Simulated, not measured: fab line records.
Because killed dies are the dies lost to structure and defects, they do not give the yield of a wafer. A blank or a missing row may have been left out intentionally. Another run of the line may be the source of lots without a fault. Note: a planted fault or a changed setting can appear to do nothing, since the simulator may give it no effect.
fab line records ; flow sky130
[record] lots = 10; wafers = 30; last_day = 50
route steps=708 shown PWDE@52 VT_ADJUST_LVTN@104 VT_ADJUST_HVTR@142 SONOS_ONO@170
lots that met no fault: taken from a fault-free run of the same line
start_h: hours from the record's opening day to when the first of the lot's shown wafers began ; wait_h: hours elapsed since this lot's preceding step ; " identical to the entry in the row above ; L1.1+2: a single row standing in for several wafers ; - value missing, or start not given ; * or withheld: withheld ; < > ~ a bound
route shown NAME@n: NAME is a module with steps in the file, n the number in the route of the first one ; usual: the fault-free wafers' mean and standard deviation ; same: alike in all rows ; chamber/n: place in a boat ; sites: per-site readings ; _std_site: the values' standard deviation ; _edge_site: outer sites' mean less inner sites' ; radius_mm: how far each site lies from the wafer's centre ; mask NAME#n: copy n ; behind: tool/chamber where the wafer was last shaped ; hold: cause of the lot's hold/its duration in hours/its outcome ; device: the transistor (n, p or np) that didn't switch ; end of line: the tests these same wafers got at the end of their route ; a step with no rows: only its recipe ; killed: count of dies lost to structure and defects at first sort (not the wafer's yield) ; map: dies across one wafer; x = killed, . = not, _ = none there
set.NAME: the setting the step ran with; set.NAME@STEP: the setting that earlier step ran with ; model.NAME: the simulator's own value behind a step, which no gauge read
route steps across a sampled set of lots; one table per step, one row per wafer
[[steps]]
[step SKY_PWDE_OVL_MEAS_07]
[usual] PWDE_OVL = 0.5/1.5
lot.wafer;tool;chamber;start_h;wait_h;PWDE_OVL[nm]
L477.2;overlay-02;-;70.12;-;1.3
L477.3;overlay-02;-;70.12;-;4.0
L477.4;overlay-02;-;70.12;-;2.5
L478.2;overlay-01;-;72.49;-;1.6
L478.4;overlay-01;-;72.49;-;2.4
L478.5;overlay-01;-;72.49;-;0.1
L479.3;overlay-01;-;80.18;-;-0.7
L479.4;overlay-01;-;80.18;-;-1.0
L479.6;overlay-01;-;80.18;-;-0.2
L486.1;overlay-01;-;126.78;-;2.1
L486.3;overlay-01;-;126.78;-;0.4
L486.4;overlay-01;-;126.78;-;-1.1
L488.1;overlay-02;-;141.78;-;1.5
L488.3;overlay-02;-;141.78;-;0.3
L488.4;overlay-02;-;141.78;-;0.2
L487.1;overlay-01;-;142.12;-;0.0
L487.2;overlay-01;-;142.12;-;-0.1
L487.6;overlay-01;-;142.12;-;-3.3
L497.1;overlay-02;-;182.52;-;3.2
L497.2;overlay-02;-;182.52;-;2.5
L497.5;overlay-02;-;182.52;-;3.1
L498.1;overlay-01;-;184.37;-;2.8
L498.4;overlay-01;-;184.37;-;0.6
L498.6;overlay-01;-;184.37;-;3.0
L499.2;overlay-01;-;190.67;-;1.2
L499.4;overlay-01;-;190.67;-;-1.7
L499.5;overlay-01;-;190.67;-;-1.6
L500.1;overlay-01;-;197.17;-;1.2
L500.2;overlay-01;-;197.17;-;5.0
L500.3;overlay-01;-;197.17;-;1.1
[step SKY_VT_ADJUST_LVTN_OVL_MEAS_07]
[usual] VT_ADJUST_LVTN_OVL = -0.4/1.3
lot.wafer;tool;chamber;start_h;wait_h;VT_ADJUST_LVTN_OVL[nm]
L477.2;overlay-02;-;140.79;-;-0.7
L477.3;overlay-02;-;140.79;-;-1.6
L477.4;overlay-02;-;140.79;-;-1.4
L478.2;overlay-01;-;143.85;-;-0.1
L478.4;overlay-01;-;143.85;-;-1.2
L478.5;overlay-01;-;143.85;-;-0.5
L479.3;overlay-01;-;151.59;-;0.1
L479.4;overlay-01;-;151.59;-;0.5
L479.6;overlay-01;-;151.59;-;0.0
L486.1;overlay-01;-;207.78;-;-1.0
L486.3;overlay-01;-;207.78;-;1.1
L486.4;overlay-01;-;207.78;-;0.0
L488.1;overlay-02;-;225.96;-;0.2
L488.3;overlay-02;-;225.96;-;1.3
L488.4;overlay-02;-;225.96;-;-2.6
L487.1;overlay-02;-;226.08;-;-2.3
L487.2;overlay-02;-;226.08;-;1.1
L487.6;overlay-02;-;226.08;-;-1.4
L497.1;overlay-01;-;273.56;-;0.8
L497.2;overlay-01;-;273.56;-;0.0
L497.5;overlay-01;-;273.56;-;0.0
L498.1;overlay-02;-;276.16;-;-1.6
L498.4;overlay-02;-;276.16;-;-1.8
L498.6;overlay-02;-;276.16;-;0.2
L499.2;overlay-01;-;281.20;-;-1.3
L499.4;overlay-01;-;281.20;-;1.9
L499.5;overlay-01;-;281.20;-;0.0
L500.1;overlay-02;-;291.43;-;1.8
L500.2;overlay-02;-;291.43;-;-0.6
L500.3;overlay-02;-;291.43;-;1.4
[step SKY_VT_ADJUST_HVTR_TW_MEAS_11]
[usual] VT_ADJUST_HVTR_TW = 210.3/1.7
lot.wafer;tool;chamber;start_h;wait_h;VT_ADJUST_HVTR_TW
L477.2;film_metro-02;-;202.77;0.1;209.6
L477.3;film_metro-02;-;202.77;0.1;210.0
L477.4;film_metro-02;-;202.77;0.1;209.3
L478.2;film_metro-01;-;205.56;0.1;212.0
L478.4;film_metro-01;-;205.56;0.1;213.2
L478.5;film_metro-01;-;205.56;0.1;213.0
L479.3;film_metro-04;-;213.48;0.1;213.1
L479.4;film_metro-04;-;213.48;0.1;211.3
L479.6;film_metro-04;-;213.48;0.1;211.6
L486.1;film_metro-01;-;278.15;0.1;211.8
L486.3;film_metro-01;-;278.15;0.1;210.5
L486.4;film_metro-01;-;278.15;0.1;211.8
L488.1;film_metro-01;-;298.63;0.1;212.0
L488.3;film_metro-01;-;298.63;0.1;213.3
L488.4;film_metro-01;-;298.63;0.1;211.6
L487.1;film_metro-02;-;298.90;0.1;208.6
L487.2;film_metro-02;-;298.90;0.1;208.2
L487.6;film_metro-02;-;298.90;0.1;209.4
L497.1;film_metro-02;-;350.91;0.1;209.2
L497.2;film_metro-02;-;350.91;0.1;209.5
L497.5;film_metro-02;-;350.91;0.1;208.5
L498.1;film_metro-02;-;355.18;0.1;208.3
L498.4;film_metro-02;-;355.18;0.1;208.3
L498.6;film_metro-02;-;355.18;0.1;206.9
L499.2;film_metro-02;-;360.79;0.3;208.5
L499.4;film_metro-02;-;360.79;0.3;208.2
L499.5;film_metro-02;-;360.79;0.3;209.9
L500.1;film_metro-01;-;373.72;0.1;212.4
L500.2;film_metro-01;-;373.72;0.1;211.2
L500.3;film_metro-01;-;373.72;0.1;211.6
[step SKY_SONOS_ONO_CVD_02]
[recipe] material = Si3N4; precursor = DCS/NH3; target_thk_nm = 10.5; temp_c = 770; time_s = 180; pressure_mtorr = 250
[usual] spike_tc_centre_C = 771.8/1; zone_power_centre_pct = 12.35/0.23; zone_power_lower_pct = 11.83/0.21; zone_power_upper_pct = 12.26/0.13
lot.wafer;tool;chamber;start_h;wait_h;spike_tc_centre_C;zone_power_centre_pct;zone_power_lower_pct;zone_power_upper_pct
L477.2;lpcvd-02;0;250.92;1.7;771.1;12.64;11.70;12.27
L477.3;lpcvd-02;0;250.92;1.7;768.5;12.51;11.80;12.24
L477.4;lpcvd-02;0;250.92;1.7;773.6;12.60;11.63;12.31
L478.2;lpcvd-02;0;254.96;1.0;772.2;12.48;11.58;12.11
L478.4;lpcvd-02;0;254.96;1.0;773.4;12.61;11.79;12.32
L478.5;lpcvd-02;0;254.96;1.0;772.6;12.67;11.73;12.33
L479.3;lpcvd-02;0;262.39;0.7;771.3;12.47;11.56;12.26
L479.4;lpcvd-02;0;262.39;0.7;771.6;12.56;11.56;12.17
L479.6;lpcvd-02;0;262.39;0.7;773.6;12.62;11.55;12.20
L486.1;lpcvd-02;0;335.29;1.3;784.4;15.58;10.24;10.32
L486.3;lpcvd-02;0;335.29;1.3;784.3;15.25;10.11;10.62
L486.4;lpcvd-02;0;335.29;1.3;784.2;15.48;10.28;10.52
L487.1;lpcvd-02;0;354.97;0.7;782.9;15.77;10.43;10.62
L487.2;lpcvd-02;0;354.97;0.7;783.0;15.56;10.09;10.67
L487.6;lpcvd-02;0;354.97;0.7;783.7;15.33;10.13;10.57
L488.1;lpcvd-02;1;354.97;1.4;783.5;15.27;10.53;10.50
L488.3;lpcvd-02;1;354.97;1.4;783.5;15.00;10.57;10.65
L488.4;lpcvd-02;1;354.97;1.4;783.7;15.14;10.34;10.62
L497.1;lpcvd-02;1;411.04;0.8;771.4;12.13;11.83;12.56
L497.2;lpcvd-02;1;411.04;0.8;770.8;12.15;12.03;12.39
L497.5;lpcvd-02;1;411.04;0.8;769.8;12.06;12.02;12.25
L498.1;lpcvd-02;0;415.95;0.1;772.1;12.51;11.73;12.12
L498.4;lpcvd-02;0;415.95;0.1;771.0;12.59;11.59;12.39
L498.6;lpcvd-02;0;415.95;0.1;770.9;12.37;11.62;12.32
L499.2;lpcvd-02;0;420.50;0.0;772.5;12.33;11.78;12.18
L499.4;lpcvd-02;0;420.50;0.0;772.1;12.44;11.75;12.21
L499.5;lpcvd-02;0;420.50;0.0;772.5;12.25;11.57;12.05
L500.1;lpcvd-02;1;436.36;2.0;771.3;12.04;12.08;12.60
L500.2;lpcvd-02;1;436.36;2.0;773.4;12.13;12.03;12.38
L500.3;lpcvd-02;1;436.36;2.0;770.9;11.85;12.13;12.33
[step SKY_SONOS_ONO_THK_MEAS_03]
[recipe] reads = Si3N4_of_SONOS_ONO_CVD_02
[usual] SONOS_ONO_CVD_02_THK = 10.49/0.13
lot.wafer;tool;chamber;start_h;wait_h;hold;SONOS_ONO_CVD_02_THK[nm]
L477.2;film_metro-03;-;251.98;0.0;-;10.29
L477.3;film_metro-03;-;251.98;0.0;-;10.22
L477.4;film_metro-03;-;251.98;0.0;-;10.33
L478.2;film_metro-01;-;256.02;0.0;-;10.38
L478.4;film_metro-01;-;256.02;0.0;-;10.17
L478.5;film_metro-01;-;256.02;0.0;-;10.28
L479.3;film_metro-02;-;263.46;0.0;-;10.62
L479.4;film_metro-02;-;263.46;0.0;-;10.40
L479.6;film_metro-02;-;263.46;0.0;-;10.56
L486.1;film_metro-01;-;336.34;0.0;await_dispo/0.2h/release;11.27
L486.3;film_metro-01;-;336.34;0.0;await_dispo/0.2h/release;10.89
L486.4;film_metro-01;-;336.34;0.0;await_dispo/0.2h/release;10.68
L486.1;film_metro-01;-;336.57;0.2;-;11.23
L486.3;film_metro-01;-;336.57;0.2;-;10.86
L486.4;film_metro-01;-;336.57;0.2;-;10.67
L488.1;film_metro-02;-;356.05;0.0;await_dispo/0.2h/release;11.47
L488.3;film_metro-02;-;356.05;0.0;await_dispo/0.2h/release;11.74
L488.4;film_metro-02;-;356.05;0.0;await_dispo/0.2h/release;11.63
L488.1;film_metro-02;-;356.29;0.2;-;11.44
L488.3;film_metro-02;-;356.29;0.2;-;11.81
L488.4;film_metro-02;-;356.29;0.2;-;11.65
L487.1;film_metro-02;-;356.11;0.1;await_dispo/0.2h/release;11.54
L487.2;film_metro-02;-;356.11;0.1;await_dispo/0.2h/release;11.21
L487.6;film_metro-02;-;356.11;0.1;await_dispo/0.2h/release;10.70
L487.1;film_metro-02;-;356.35;0.2;-;11.54
L487.2;film_metro-02;-;356.35;0.2;-;11.28
L487.6;film_metro-02;-;356.35;0.2;-;10.73
L497.1;film_metro-01;-;412.09;0.0;-;10.40
L497.2;film_metro-01;-;412.09;0.0;-;10.42
L497.5;film_metro-01;-;412.09;0.0;-;10.50
L498.1;film_metro-03;-;417.00;0.0;-;10.66
L498.4;film_metro-03;-;417.00;0.0;-;10.54
L498.6;film_metro-03;-;417.00;0.0;-;10.57
L499.2;film_metro-02;-;421.56;0.0;-;10.72
L499.4;film_metro-02;-;421.56;0.0;-;10.61
L499.5;film_metro-02;-;421.56;0.0;-;10.72
L500.1;film_metro-01;-;437.41;0.0;-;10.67
L500.2;film_metro-01;-;437.41;0.0;-;10.54
L500.3;film_metro-01;-;437.41;0.0;-;10.54
[[key]]
[first_sign] step = SKY_SONOS_ONO_CVD_02; reading = zone_power_centre_pct; direction = up; sigmas = 13; usual = 12.35; struck = 15.38
[effect] step = SKY_SONOS_ONO_CVD_02; reading = zone_power_upper_pct; direction = down; sigmas = 13; usual = 12.26; struck = 10.57
[effect] step = SKY_SONOS_ONO_THK_MEAS_03; reading = visit; direction = added
[effect] step = SKY_SONOS_ONO_THK_MEAS_03; reading = SONOS_ONO_CVD_02_THK; direction = up; sigmas = 5.9; usual = 10.49; struck = 11.24; wafers_moved = 8
met_at SKY_SONOS_ONO_CVD_02
struck_lots L486,L487,L488
sort_left_out L488.1,L488.3,L488.4
tester_left_out L486,L487,L488
not_acting_at SKY_PWDE_OVL_MEAS_07,SKY_VT_ADJUST_LVTN_OVL_MEAS_07,SKY_VT_ADJUST_HVTR_TW_MEAS_11
onset_between 262.39 335.29
[fault] kind = process_parameter_drift; tool = lpcvd-02; chamber = -; onset_h = 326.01; steps = SKY_SONOS_ONO_CVD_02; channel = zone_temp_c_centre; offset = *; shape = step; end_h = 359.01
// tester_left_out: of these lots the tester's yield and bins aren't shown, on N5 and GAA mostly nor the transistor test; their killed dies are dies lost to structure and defects alone, not to doping, threshold or leakage, so they don't give the yield
// sort_left_out: the simulated sort isn't trusted on such a fault, so these wafers' sort isn't shown, and their yield isn't known
